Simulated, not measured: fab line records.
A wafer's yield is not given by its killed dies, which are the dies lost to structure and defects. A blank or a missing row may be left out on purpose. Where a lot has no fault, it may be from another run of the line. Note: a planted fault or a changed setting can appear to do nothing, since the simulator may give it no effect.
fab line records    flow sky130
record: lots: 13  wafers: 39  last_day: 50
route steps=708 shown LI_CONTACT@377 VIA4@660 METAL5@661 PAD_OPEN@702
lots that met no fault: from a run of the same line without faults
start_h: hours from the record's opening day to when the first of the lot's shown wafers began    wait_h: hours elapsed since this lot's preceding step    " the same as in the row above    L1.1+2: one row covering several wafers at once    - no value, or no start was given    * or withheld: withheld    < > ~ a bound
route shown NAME@n: a module of which the file shows steps, and the number in the route of the first    usual: mean/standard deviation of fault-free wafers    same: alike in all rows    chamber/n: place in a boat    sites: the reading at each site    _std_site: how widely they spread, as a standard deviation    _edge_site: inner sites' mean taken away from outer sites' mean    radius_mm: how far each site lies from the wafer's centre    mask NAME#n: copy n    behind: the most recent tool/chamber to have shaped the wafer    hold: why the lot went on hold/how many hours it stayed there/how the hold came to an end    device: the transistor (n, p or np) that didn't switch    end of line: the same wafers' tests at the end of the route    step lacking rows: just its recipe    killed: at the first sort, the dies lost to defects and structure; wafer yield is something else    map: per-die view of a wafer (x killed, . not killed, _ where there is no die)
set.NAME: the setting the step ran with; set.NAME@STEP: the setting that earlier step ran with    model.NAME: the simulator's own value behind a step, which no gauge read
route steps across a sampled set of lots; one table per step, one row per wafer
services: a tool's chamber out of use, with start hour (start_h, from the record's first day; less than 0 if before it), hours out, and reason
== steps ==
step: SKY_LI_CONTACT_ETCH_15
recipe: target: PSG  chemistry: C4F8/O2/Ar  stop_on: Si  taper_deg: 4.15  mask_material: KrF-thick  source_w: 1500  bias_w: 1200  pressure_mtorr: 40  c4f8_flow_sccm: withheld  O2_flow_sccm: 6  Ar_flow_sccm: 300  time_s: withheld  target_depth_a: 6000
usual: oes_product_au: 0.837/0.0045
lot.wafer  tool         chamber  start_h  wait_h  oes_product_au
L694.1     rie_diel-03  0        671.46   0.0     0.832
L694.5     "            1        "        "       0.832
L694.6     "            0        "        "       0.838
L695.2     rie_diel-02  2        680.56   0.0     0.842
L695.4     "            2        "        "       0.845
L695.6     "            0        "        "       0.842
L696.1     rie_diel-03  3        696.41   0.0     0.836
L696.4     "            0        "        "       0.843
L696.5     "            3        "        "       0.836
L697.1     rie_diel-03  3        700.53   0.0     0.835
L697.2     "            0        "        "       0.840
L697.3     "            1        "        "       0.843
L698.1     rie_diel-04  3        718.61   0.0     0.838
L698.3     "            1        "        "       0.836
L698.4     "            0        "        "       0.844
L699.2     rie_diel-04  2        720.43   0.0     0.840
L699.3     "            0        "        "       0.832
L699.4     "            3        "        "       0.837
L703.1     rie_diel-03  1        744.28   0.0     0.827
L703.2     "            3        "        "       0.832
L703.6     "            3        "        "       0.837
L705.3     rie_diel-03  3        761.58   0.0     0.836
L705.4     "            2        "        "       0.830
L705.5     "            3        "        "       0.836
L707.1     rie_diel-03  3        773.58   0.0     0.834
L707.2     "            0        "        "       0.831
L707.5     "            0        "        "       0.844
L708.4     rie_diel-03  3        784.72   0.0     0.833
L708.5     "            1        "        "       0.838
L708.6     "            0        "        "       0.839
L709.2     rie_diel-04  0        789.20   0.0     0.830
L709.3     "            3        "        "       0.836
L709.6     "            0        "        "       0.843
L714.1     rie_diel-04  3        831.53   0.0     0.842
L714.5     "            1        "        "       0.834
L714.6     "            2        "        "       0.836
L716.2     rie_diel-04  3        842.63   0.0     0.841
L716.3     "            1        "        "       0.830
L716.6     "            2        "        "       0.842
step: SKY_VIA4_CMP_21
recipe: stop_on: SiO2  t_overpolish_s: 25  down_force_psi: 3.5  platen_rpm: 60  target_thk_nm: 0  pad_velocity_m_s: 0.94248
usual: motor_current_A: 10.6/0.77  overpolish_run_s: 24.998/0.0081  time_to_endpoint_s: 125/4.6
lot.wafer  tool    chamber  start_h  wait_h  motor_current_A  overpolish_run_s  time_to_endpoint_s
L694.1     cmp-02  1        1003.91  0.1     11.0             25.007            131
L694.5     "       0        "        "       10.0             24.988            122
L694.6     "       1        "        "       10.6             25.011            128
L695.2     cmp-02  3        1008.28  0.2     11.0             24.990            128
L695.4     "       0        "        "       10.0             24.999            124
L695.6     "       1        "        "       10.7             24.989            126
L696.1     cmp-01  2        1019.98  0.1     10.1             24.999            131
L696.4     "       0        "        "       10.5             25.016            116
L696.5     "       2        "        "       10.4             25.000            126
L697.2     cmp-02  0        1028.33  0.1     10.2             24.996            126
L697.3     "       1        "        "       10.7             24.999            132
L697.1     "       2        "        "       10.7             24.998            130
L698.3     cmp-01  0        1040.67  0.0     10.8             25.001            121
L698.4     "       1        "        "       12.0             25.001            132
L698.1     "       3        "        "       9.6              24.992            128
L699.3     cmp-02  3        1046.52  0.0     11.7             25.014            117
L699.2     "       1        "        "       10.1             24.999            125
L699.4     "       2        "        "       10.7             24.992            124
L703.1     cmp-02  0        1061.04  0.1     10.1             24.991            121
L703.2     "       2        "        "       10.4             25.001            129
L703.6     "       0        "        "       9.7              24.996            121
L705.4     cmp-01  1        1077.18  0.1     12.5             24.998            131
L705.3     "       3        "        "       9.5              25.002            126
L705.5     "       1        "        "       12.2             24.999            128
L707.1     cmp-02  2        1083.75  0.2     10.6             24.992            126
L707.2     "       1        "        "       10.5             24.996            121
L707.5     "       2        "        "       10.5             24.994            125
L708.4     cmp-02  0        1094.23  0.1     9.9              24.994            124
L708.6     "       2        "        "       10.5             25.005            130
L708.5     "       3        "        "       12.1             24.996            124
L709.2     cmp-02  3        1097.29  0.0     11.5             24.993            125
L709.3     "       1        "        "       10.4             25.000            131
L709.6     "       0        "        "       10.0             24.978            122
L714.1     cmp-01  3        1127.47  0.1     9.1              25.000            127
L714.6     "       2        "        "       10.5             24.995            127
L714.5     "       3        "        "       9.7              24.990            121
L716.3     cmp-02  1        1137.82  0.0     10.5             24.994            138
L716.2     "       2        "        "       10.9             24.996            139
L716.6     "       2        "        "       10.4             24.993            137
step: SKY_METAL5_SPUTTER_00
recipe: material: Ti  target_thk_nm: 15  power_w: 3000  time_s: 10  chamber_pressure_pa: 0.4
usual: throttle_valve_pct: 30.6/0.85
lot.wafer  tool            chamber  start_h  wait_h  throttle_valve_pct
L694.1     pvd_sputter-02  -        1004.16  0.2     31.3
L694.5     "               -        "        "       31.3
L694.6     "               -        "        "       29.7
L695.2     pvd_sputter-04  -        1008.48  0.1     32.1
L695.4     "               -        "        "       30.2
L695.6     "               -        "        "       31.1
L696.1     pvd_sputter-01  -        1020.28  0.2     30.4
L696.4     "               -        "        "       31.7
L696.5     "               -        "        "       30.2
L697.1     pvd_sputter-02  -        1028.58  0.1     30.0
L697.2     "               -        "        "       30.0
L697.3     "               -        "        "       29.9
L698.1     pvd_sputter-02  -        1040.97  0.1     30.0
L698.3     "               -        "        "       29.4
L698.4     "               -        "        "       29.8
L699.2     pvd_sputter-01  -        1046.82  0.1     30.3
L699.3     "               -        "        "       31.7
L699.4     "               -        "        "       29.8
L703.1     pvd_sputter-04  -        1061.34  0.2     31.9
L703.2     "               -        "        "       31.3
L703.6     "               -        "        "       31.9
L705.3     pvd_sputter-01  -        1077.43  0.1     29.9
L705.4     "               -        "        "       30.4
L705.5     "               -        "        "       29.9
L707.1     pvd_sputter-02  -        1084.05  0.2     29.3
L707.2     "               -        "        "       31.5
L707.5     "               -        "        "       29.9
L708.4     pvd_sputter-02  -        1094.44  0.2     29.4
L708.5     "               -        "        "       30.0
L708.6     "               -        "        "       31.1
L709.2     pvd_sputter-02  -        1097.59  0.2     29.3
L709.3     "               -        "        "       31.7
L709.6     "               -        "        "       30.2
L714.1     pvd_sputter-02  -        1127.72  0.2     29.3
L714.5     "               -        "        "       31.5
L714.6     "               -        "        "       29.8
L716.2     pvd_sputter-01  -        1138.12  0.2     30.1
L716.3     "               -        "        "       31.8
L716.6     "               -        "        "       30.0
step: SKY_PAD_OPEN_STRIP_08
recipe: chemistry: O2/N2  power_w: 1400  pressure_mtorr: 1500  platen_temp_c: withheld  overash_fraction: 0.7  o2_flow_sccm: 3000  n2_flow_sccm: 300
usual: drypump_motor_current_A: 5.70/0.28  oes_product_au: 0.663/0.0048  strip_time_to_endpoint_s: 37.09/0.11
same: overash_fraction: 0.7
lot.wafer  tool             chamber  start_h  wait_h  drypump_motor_current_A  oes_product_au  rf_hours_counter_h  strip_time_to_endpoint_s
L694.1     plasma_asher-04  1        1071.94  0.1     5.68                     0.661           94                  37.23
L694.5     "                1        "        "       5.72                     0.666           -                   37.17
L694.6     "                0        "        "       6.08                     0.659           -                   37.10
L695.2     plasma_asher-03  1        1076.34  0.1     5.90                     0.670           62                  37.01
L695.4     "                1        "        "       5.91                     0.673           -                   37.00
L695.6     "                1        "        "       5.92                     0.669           -                   37.02
L696.1     plasma_asher-02  1        1085.90  0.1     5.71                     0.666           2                   36.94
L696.4     "                0        "        "       5.39                     0.661           -                   36.95
L696.5     "                0        "        "       5.38                     0.658           -                   36.98
L697.1     plasma_asher-02  1        1093.65  0.1     5.72                     0.660           2                   36.95
L697.2     "                0        "        "       5.40                     0.659           2                   36.81
L697.3     "                0        "        "       5.39                     0.673           -                   36.93
L698.1     plasma_asher-04  0        1104.89  0.1     6.10                     0.666           97                  37.27
L698.3     "                1        "        "       5.71                     0.665           -                   37.35
L698.4     "                0        "        "       6.08                     0.660           -                   37.41
L699.2     plasma_asher-02  0        1107.94  0.1     5.36                     0.667           4                   37.28
L699.3     "                1        "        "       5.72                     0.666           -                   37.31
L699.4     "                0        "        "       5.36                     0.666           -                   37.16
L703.1     plasma_asher-02  0        1123.94  0.1     5.39                     0.652           5                   37.03
L703.2     "                1        "        "       5.73                     0.652           5                   37.03
L703.6     "                0        "        "       5.39                     0.669           -                   37.08
L705.3     plasma_asher-03  0        1138.04  0.1     5.21                     0.664           -                   37.06
L705.4     "                1        "        "       5.92                     0.667           -                   37.09
L705.5     "                0        "        "       5.19                     0.661           -                   37.09
L707.1     plasma_asher-02  0        1143.90  0.1     5.34                     0.657           7                   37.04
L707.2     "                1        "        "       5.71                     0.658           7                   37.13
L707.5     "                0        "        "       5.35                     0.660           -                   37.07
L708.4     plasma_asher-04  1        1152.72  0.1     5.74                     0.659           -                   37.09
L708.5     "                1        "        "       5.72                     0.657           -                   37.18
L708.6     "                0        "        "       6.08                     0.664           -                   37.20
L709.2     plasma_asher-02  0        1154.89  0.1     5.39                     0.661           8                   37.29
L709.3     "                0        "        "       5.39                     0.664           -                   37.27
L709.6     "                0        "        "       5.37                     0.662           -                   37.16
L714.1     plasma_asher-04  0        1182.65  0.1     6.09                     0.652           105                 37.13
L714.5     "                0        "        "       6.12                     0.667           -                   37.07
L714.6     "                1        "        "       5.66                     0.664           -                   37.11
L716.2     plasma_asher-04  1        1191.39  0.1     5.72                     0.664           105                 37.18
L716.3     "                0        "        "       6.09                     0.656           -                   37.26
L716.6     "                0        "        "       6.11                     0.657           -                   37.19
step: SKY_PAD_OPEN_PROBE_99
usual: killed_at_M0_to_M3: 45/6.6  killed_at_M4_up: 3.1/1.6  killed_at_contacts: 24/5  killed_at_front_end: 14/4.4  killed_at_other: 0.3/0.58  killed_dies: 87/9.2  killed_open: 47/6.7  killed_short: 40/6.4
same: gross_dies: 492  killed_at_back_side: 0
lot.wafer  tool       chamber  start_h  wait_h  killed_at_M0_to_M3  killed_at_M4_up  killed_at_contacts  killed_at_front_end  killed_at_other  killed_dies  killed_open  killed_short
L707.1     prober-02  -        1146.13  0.1     51                  1                24                  13                   0                89           51           38
L707.2     prober-02  -        1146.18  0.1     45                  2                82                  10                   0                139          46           33
L707.5     prober-02  -        1146.33  0.2     40                  3                79                  4                    0                126          33           32
L708.4     prober-01  -        1155.06  0.2     54                  2                27                  11                   0                94           52           42
L708.5     prober-01  -        1155.11  0.2     46                  3                22                  9                    1                81           41           40
L708.6     prober-01  -        1155.16  0.2     41                  4                80                  11                   0                136          37           38
L709.2     prober-02  -        1157.16  0.1     47                  2                27                  18                   1                95           62           33
L709.3     prober-02  -        1157.21  0.2     48                  4                23                  14                   0                89           45           44
L709.6     prober-02  -        1157.36  0.2     41                  4                31                  23                   0                99           50           49
L716.3     prober-01  -        1193.70  0.2     45                  3                25                  12                   0                85           46           39
L716.6     prober-01  -        1193.85  0.2     47                  4                22                  11                   0                84           48           36
killed by level:class
L707.1 VIA1:geometric_particle:open=12 CONTACT:geometric_particle:open=8 CONTACT:geometric_particle:short=6 VIA3:geometric_particle:open=6 VIA1:geometric_particle:short=6 VIA2:geometric_particle:open=6 FIELD_ISO:geometric_particle:open=4 POLY_GATE:geometric_particle:open=4
L707.2 LI_CONTACT:unspecified=60 VIA1:geometric_particle:open=12 CONTACT:geometric_particle:open=12 VIA1:geometric_particle:short=6 METAL2:geometric_particle:short=6 VIA2:geometric_particle:open=6 CONTACT:geometric_particle:short=5 VIA3:geometric_particle:open=5
L707.5 LI_CONTACT:unspecified=61 VIA1:geometric_particle:open=8 CONTACT:geometric_particle:open=7 METAL2:geometric_particle:short=6 LI_CONTACT:geometric_particle:open=5 VIA3:geometric_particle:short=4 VIA1:geometric_particle:short=4 VIA2:geometric_particle:open=4
L708.4 VIA1:geometric_particle:open=12 CONTACT:geometric_particle:open=9 VIA2:geometric_particle:open=9 LOCAL_INTERCONNECT:geometric_particle:short=7 VIA3:geometric_particle:open=7 METAL1:geometric_particle:short=5 METAL2:geometric_particle:short=5 VIA2:geometric_particle:short=5
L708.5 VIA1:geometric_particle:open=12 CONTACT:geometric_particle:open=8 VIA2:geometric_particle:open=8 CONTACT:geometric_particle:short=7 VIA1:geometric_particle:short=5 VIA2:geometric_particle:short=5 METAL2:geometric_particle:short=4 METAL1:geometric_particle:short=4
L708.6 LI_CONTACT:unspecified=60 VIA1:geometric_particle:open=8 METAL3:geometric_particle:short=8 LI_CONTACT:geometric_particle:open=6 CONTACT:geometric_particle:open=6 VIA3:geometric_particle:open=5 VIA2:geometric_particle:open=4 VIA1:geometric_particle:short=4
L709.2 CONTACT:geometric_particle:open=14 VIA2:geometric_particle:open=9 VIA1:geometric_particle:open=9 VIA3:geometric_particle:open=9 LI_CONTACT:geometric_particle:open=7 FIELD_ISO:geometric_particle:open=5 POLY_GATE:geometric_particle:open=5 METAL1:geometric_particle:short=5
L709.3 VIA2:geometric_particle:open=11 VIA1:geometric_particle:open=11 FIELD_ISO:geometric_particle:short=6 METAL3:geometric_particle:short=6 CONTACT:geometric_particle:open=6 METAL2:geometric_particle:short=6 LOCAL_INTERCONNECT:geometric_particle:short=5 FIELD_ISO:geometric_particle:open=4
L709.6 LI_CONTACT:geometric_particle:open=10 CONTACT:geometric_particle:short=8 FIELD_ISO:geometric_particle:open=7 CONTACT:geometric_particle:open=7 VIA2:geometric_particle:open=5 FIELD_ISO:geometric_particle:short=5 POLY_GATE:geometric_particle:short=5 VIA1:geometric_particle:short=5
L716.3 CONTACT:geometric_particle:open=15 METAL1:geometric_particle:short=10 VIA1:geometric_particle:open=8 VIA2:geometric_particle:open=7 VIA1:geometric_particle:short=6 VIA2:geometric_particle:short=5 FIELD_ISO:geometric_particle:short=4 LI_CONTACT:geometric_particle:open=4
L716.6 VIA1:geometric_particle:open=9 CONTACT:geometric_particle:open=8 METAL2:geometric_particle:short=8 VIA3:geometric_particle:open=8 LI_CONTACT:geometric_particle:open=7 VIA1:geometric_particle:short=5 METAL1:geometric_particle:short=5 VIA2:geometric_particle:open=5
== services ==
tool            chamber  start_h  hours  kind
rie_diel-03     2        780.68   25.0   repair
rie_diel-03     -        785.31   0.6    repair
pvd_sputter-02  -        809.80   2.2    repair
pvd_sputter-02  -        839.16   3.3    repair
cmp-02          -        859.24   5.6    pm
pvd_sputter-02  -        860.13   3.2    repair
rie_diel-03     3        875.02   3.4    repair
cmp-02          -        877.88   1.7    repair
cmp-02          -        883.69   5.8    pm
cmp-02          -        912.27   4.0    pm
rie_diel-03     0        920.99   1.3    repair
pvd_sputter-02  -        927.37   2.5    repair
cmp-02          -        968.88   4.3    repair
rie_diel-03     1        1023.22  2.4    repair
rie_diel-03     1        1123.08  5.1    repair
cmp-02          -        1135.21  0.3    repair
rie_diel-03     2        1139.88  8.3    repair
rie_diel-03     0        1143.21  6.8    repair
rie_diel-03     1        1145.96  7.0    repair
pvd_sputter-02  -        1153.53  0.5    repair
cmp-02          -        1156.12  4.0    pm
cmp-02          -        1158.04  1.6    repair
cmp-02          -        1162.50  13.1   pm
rie_diel-03     0        1182.62  9.2    repair
== key ==
first_sign: step: SKY_PAD_OPEN_PROBE_99  reading: killed_at_contacts  direction: up  sigmas: 11  usual: 24  struck: 80
effect: step: SKY_PAD_OPEN_PROBE_99  reading: killed_dies  direction: up  sigmas: 5.1  usual: 87  struck: 134
met_at SKY_LI_CONTACT_ETCH_15
struck_lots L707,L708
struck_wafers L707.2,L707.5,L708.6
tester_left_out L707,L708
not_acting_at SKY_VIA4_CMP_21,SKY_METAL5_SPUTTER_00,SKY_PAD_OPEN_STRIP_08
onset_between 700.53 773.58
fault: kind: chamber_particle_source  tool: rie_diel-03  chamber: 0  onset_h: 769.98  steps: SKY_LI_CONTACT_ETCH_15  rate_per_visit_cm2: 1.2748  end_h: 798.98
tester_left_out: of these lots the tester's yield and bins aren't shown, on N5 and GAA mostly nor the transistor test; their killed dies are dies lost to structure and defects alone, not to doping, threshold or leakage, so they don't give the yield
